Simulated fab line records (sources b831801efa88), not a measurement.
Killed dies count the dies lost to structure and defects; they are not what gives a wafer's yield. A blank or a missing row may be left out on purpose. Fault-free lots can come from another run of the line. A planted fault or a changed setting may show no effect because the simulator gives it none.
Chamber matching + flow sky130 + cmp-01 running SKY_VIA3_CMP_02: 4 sister chambers
The step polishes SiO2. 4 wafers are shown with their chamber, then 8 later ones without.

## WAFERS, EACH WITH ITS CHAMBER
| wafer  | chamber | motorCurrentA (A) |
|--------|---------|-------------------|
| L857.2 | 3       | 9.9               |
| L859.3 | 0       | 12.7              |
| L859.5 | 2       | 10.4              |
| L860.1 | 1       | 11.6              |

## WAFERS WHOSE CHAMBER IS MISSING
| wafer  | motorCurrentA (A) |
|--------|-------------------|
| L860.3 | 12.3              |
| L860.5 | 11.9              |
| L861.1 | 10.0              |
| L861.3 | 10.8              |
| L861.6 | 12.4              |
| L869.4 | 12.7              |
| L869.5 | 12.1              |
| L869.6 | 12.6              |

## WHICH CHAMBER EACH ONE RAN IN
| wafer  | from the rows above          | in truth |
|--------|------------------------------|----------|
| L860.3 | can't be placed: 0 or 1      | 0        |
| L860.5 | can't be placed: 1 or 0      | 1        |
| L861.1 | can't be placed: 3 or 2      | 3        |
| L861.3 | can't be placed: 2 or 1 or 3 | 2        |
| L861.6 | can't be placed: 0 or 1      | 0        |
| L869.4 | 0                            | 0        |
| L869.5 | can't be placed: 1 or 0      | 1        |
| L869.6 | 0                            | 0        |
2 of 8 placed correctly. Unplaceable from these rows: 6, with the true chamber sitting among the candidates in 6. Number placed wrongly: 0.
How it was worked out, from the rows above alone: a wafer's distance from a chamber is the root of the sum, over the readings, of the square of ((its reading less the chamber's mean) divided by the reading's scatter). The wafer belongs to the nearest chamber; if the next one is less than 2 further off, it can't be placed. The mean given for a chamber averages the wafers shown for that chamber. The scatter: root of mean squared gap, hidden wafer to nearest shown wafer, with one shown wafer a chamber.
